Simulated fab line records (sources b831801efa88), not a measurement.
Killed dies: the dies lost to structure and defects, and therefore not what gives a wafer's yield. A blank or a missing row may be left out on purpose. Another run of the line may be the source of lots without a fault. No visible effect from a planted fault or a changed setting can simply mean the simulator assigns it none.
What tool caused it?	flow gf180mcu	Sampling: 24 lots, 72 wafers, 4 of 602 route steps

## WHAT EACH GAUGE READ, for each wafer
GF_V2_BOW_MEAS_05. Usual: V2_BOW gives 98 um (standard deviation 8.8).
lot	measured	on	V2_BOW (um)	flag
L074	day 19 05:56	film metro-01	90 97 84	
L075	day 19 15:50	film metro-03	105 95 100	
L076	day 19 20:20	film metro-03	105 94 100	
L077	day 20 10:38	film metro-04	109 104 110	
L078	day 20 14:53	film metro-04	99 99 96	
L079	day 21 02:38	film metro-03	97 112 111	
L080	day 21 18:21	film metro-03	105 119 99	
L081	day 21 20:35	film metro-01	90 99 84	
L082	day 22 07:53	film metro-03	95 98 99	
L083	day 22 14:01	film metro-03	89 114 110	
L084	day 23 02:20	film metro-01	93 91 86	
L085	day 23 08:43	film metro-01	103 100 103	
L086	day 23 21:01	film metro-04	101 92 101	
L087	day 24 10:21	film metro-01	97 105 88	
L088	day 24 20:38	film metro-04	98 94 100	
L089	day 25 01:19	film metro-01	81 98 91	
L090	day 25 06:01	film metro-01	97 101 92	
L091	day 25 10:17	film metro-04	102 103 115	
L092	day 25 23:08	film metro-04	90 99 103	
L093	day 26 02:50	film metro-03	94 97 90	
L094	day 26 09:41	film metro-01	84 87 87	
L095	day 26 14:53	film metro-03	107 102 108	
L096	day 26 16:28	film metro-03	101 97 88	
L097	day 27 02:55	film metro-04	93 96 93	

GF_V2_RS_MEAS_24: measures by four-point-probe. Usual: V2_W_RS gives 0.327 ohm/sq (standard deviation 0.0056).
lot	measured	on	V2_W_RS (ohm/sq)	flag
L074	day 20 07:24	film metro-03	0.330 0.327 0.335	
L075	day 20 17:15	film metro-01	0.331 0.331 0.333	
L076	day 20 22:17	film metro-04	0.329 0.330 0.330	
L077	day 21 11:19	film metro-04	0.314 0.314 0.328	
L078	day 21 16:07	film metro-04	0.329 0.329 0.328	
L079	day 22 03:30	film metro-03	0.332 0.335 0.329	
L080	day 22 17:58	film metro-01	0.334 0.333 0.328	
L081	day 22 21:22	film metro-03	0.334 0.331 0.330	
L082	day 23 07:55	film metro-04	0.335 0.331 0.330	
L083	day 23 13:45	film metro-04	0.330 0.312 0.315	
L084	day 24 02:00	film metro-04	0.330 0.333 0.327	
L085	day 24 07:56	film metro-01	0.312 0.316 0.315	
L086	day 24 20:25	film metro-04	0.329 0.330 0.329	
L087	day 25 09:43	film metro-04	0.331 0.319 0.332	
L088	day 25 19:11	film metro-04	0.314 0.330 0.328	
L089	day 25 23:41	film metro-04	0.324 0.328 0.324	
L090	day 26 04:35	film metro-04	0.324 0.323 0.324	
L091	day 26 08:46	film metro-01	0.327 0.325 0.329	
L092	day 26 20:47	film metro-04	0.326 0.328 0.327	
L093	day 27 00:40	film metro-04	0.327 0.327 0.324	
L094	day 27 07:27	film metro-04	0.326 0.314 0.315	
L095	day 27 12:08	film metro-04	0.326 0.323 0.328	
L096	day 27 13:38	film metro-01	0.318 0.329 0.331	
L097	day 28 00:33	film metro-01	0.333 0.330 0.337	

## TOOL THAT RAN EACH LOT (tool first, then ch and the chambers of the sampled wafers, then the start)
lot	GF_M1_STRIP_17	GF_V2_STRIP_18
L074	plasma asher-04 ch 0,1, day 17 00:47	plasma asher-04 ch 0,1, day 20 06:37
L075	plasma asher-04 ch 0,1, day 17 12:41	plasma asher-02 ch 0,1, day 20 16:23
L076	plasma asher-04 ch 0,1, day 17 16:39	plasma asher-04 ch 0,1, day 20 21:32
L077	plasma asher-01 ch 0,1, day 18 05:49	plasma asher-02 ch 0,1, day 21 10:32
L078	plasma asher-03 ch 0,1, day 18 09:41	plasma asher-04 ch 0,1, day 21 15:21
L079	plasma asher-03 ch 1, day 18 21:49	plasma asher-04 ch 0,1, day 22 02:45
L080	plasma asher-01 ch 1, day 19 13:25	plasma asher-02 ch 0,1, day 22 17:11
L081	plasma asher-01 ch 0,1, day 19 16:41	plasma asher-04 ch 0,1, day 22 20:36
L082	plasma asher-04 ch 0,1, day 20 04:41	plasma asher-04 ch 1, day 23 07:06
L083	plasma asher-01 ch 0,1, day 20 10:38	plasma asher-03 ch 1, day 23 12:56
L084	plasma asher-04 ch 0,1, day 20 22:18	plasma asher-03 ch 0,1, day 24 01:15
L085	plasma asher-03 ch 0,1, day 21 06:08	plasma asher-04 ch 0,1, day 24 07:10
L086	plasma asher-03 ch 0,1, day 21 18:44	plasma asher-02 ch 0,1, day 24 19:36
L087	plasma asher-04 ch 0,1, day 22 07:37	plasma asher-02 ch 0, day 25 08:57
L088	plasma asher-01 ch 0,1, day 22 19:14	plasma asher-02 ch 0,1, day 25 18:23
L089	plasma asher-03 ch 0,1, day 23 00:19	plasma asher-02 ch 0,1, day 25 22:54
L090	plasma asher-01 ch 1, day 23 05:44	plasma asher-04 ch 0,1, day 26 03:48
L091	plasma asher-01 ch 0,1, day 23 09:29	plasma asher-03 ch 0,1, day 26 07:56
L092	plasma asher-01 ch 0,1, day 23 23:25	plasma asher-04 ch 0,1, day 26 19:59
L093	plasma asher-03 ch 0,1, day 24 02:36	plasma asher-03 ch 0,1, day 26 23:53
L094	plasma asher-01 ch 0,1, day 24 10:35	plasma asher-02 ch 0,1, day 27 06:41
L095	plasma asher-01 ch 0,1, day 24 15:20	plasma asher-02 ch 0,1, day 27 11:21
L096	plasma asher-04 ch 0,1, day 24 18:03	plasma asher-02 ch 0,1, day 27 12:53
L097	plasma asher-01 ch 0,1, day 25 04:37	plasma asher-03 ch 0,1, day 27 23:44
- GF_M1_STRIP_17: strips in O2/N2.
- GF_V2_STRIP_18: strips in O2/N2.

## WHAT THE TOOLS THEMSELVES READ (means of the sampled wafers that have a number; where no wafer has one, the mark that the record gives instead)
GF_M1_STRIP_17. Usual: drypump motor current A 5.7 A, standard deviation 0.51; heater power w 333 W, standard deviation 21; oes product au 0.557 a.u., standard deviation 0.0048; strip time to endpoint s 7.84 s, standard deviation 0.039.
lot	tool	drypump motor current A (A)	heater power w (W)	oes product au (a.u.)	strip time to endpoint s (s)	flag
L074	plasma asher-04	5.9	305	0.559	7.84	
L075	plasma asher-04	6.3	303	0.560	7.87	
L076	plasma asher-04	5.9	306	0.565	7.87	
L077	plasma asher-01	5.6	340	0.559	7.89	
L078	plasma asher-03	5.7	338	0.553	7.85	
L079	plasma asher-03	6.0	332	0.559	7.86	
L080	plasma asher-01	5.2	345	0.556	7.79	
L081	plasma asher-01	5.6	345	0.559	7.81	
L082	plasma asher-04	5.9	299	0.559	7.87	
L083	plasma asher-01	5.4	345	0.552	7.86	
L084	plasma asher-04	6.3	305	0.558	7.85	
L085	plasma asher-03	5.7	341	0.559	7.89	
L086	plasma asher-03	5.4	347	0.559	7.83	
L087	plasma asher-04	5.9	301	0.557	7.85	
L088	plasma asher-01	5.4	344	0.555	7.85	
L089	plasma asher-03	5.7	337	0.555	7.77	
L090	plasma asher-01	5.2	338	0.556	7.81	
L091	plasma asher-01	5.6	346	0.553	7.82	
L092	plasma asher-01	5.6	342	0.554	7.84	
L093	plasma asher-03	5.7	341	0.558	7.86	
L094	plasma asher-01	5.6	347	0.552	7.81	
L095	plasma asher-01	5.6	355	0.553	7.87	
L096	plasma asher-04	6.3	305	0.555	7.80	
L097	plasma asher-01	5.4	353	0.562	7.89	

GF_V2_STRIP_18. Usual: drypump motor current A 5.8 A, standard deviation 0.48; heater power w 306 W, standard deviation 23; oes product au 0.588 a.u., standard deviation 0.0049.
lot	tool	drypump motor current A (A)	heater power w (W)	oes product au (a.u.)	flag
L074	plasma asher-04	6.3	307	0.592	
L075	plasma asher-02	5.7	287	0.585	
L076	plasma asher-04	5.9	298	0.588	
L077	plasma asher-02	5.8	291	0.591	
L078	plasma asher-04	5.9	306	0.584	
L079	plasma asher-04	5.9	302	0.586	
L080	plasma asher-02	5.8	288	0.585	
L081	plasma asher-04	6.3	308	0.592	
L082	plasma asher-04	5.5	298	0.587	
L083	plasma asher-03	6.0	334	0.588	
L084	plasma asher-03	5.7	339	0.585	
L085	plasma asher-04	6.3	301	0.587	
L086	plasma asher-02	5.8	288	0.590	
L087	plasma asher-02	5.9	291	0.583	
L088	plasma asher-02	5.7	284	0.584	
L089	plasma asher-02	5.7	284	0.591	
L090	plasma asher-04	5.9	303	0.589	
L091	plasma asher-03	5.4	347	0.591	
L092	plasma asher-04	5.9	304	0.584	
L093	plasma asher-03	5.4	348	0.590	
L094	plasma asher-02	5.8	290	0.585	
L095	plasma asher-02	5.8	291	0.589	
L096	plasma asher-02	5.8	289	0.591	
L097	plasma asher-03	5.4	350	0.589	

## THE ANSWER, worked out from the rows above alone
Rule: a lot is off if the mean of its wafers that have a number lies more than 3 standard deviations from the usual mean. A lot without any number at a reading at which 4 lots or more have one is off too. Where the step has rows for the other lots, those lots are counted as sound. The gauges are gone through in route order, then the tools' own readings, and for those a lot's mean is taken as printed above. At the first step where some lot is off, the reading lying furthest off is the one used; lots without a number count as furthest.
Across all readings shown, no lot is off: no conclusion can be drawn from this.

## WHAT HAD BEEN PUT IN BY THE SIMULATOR
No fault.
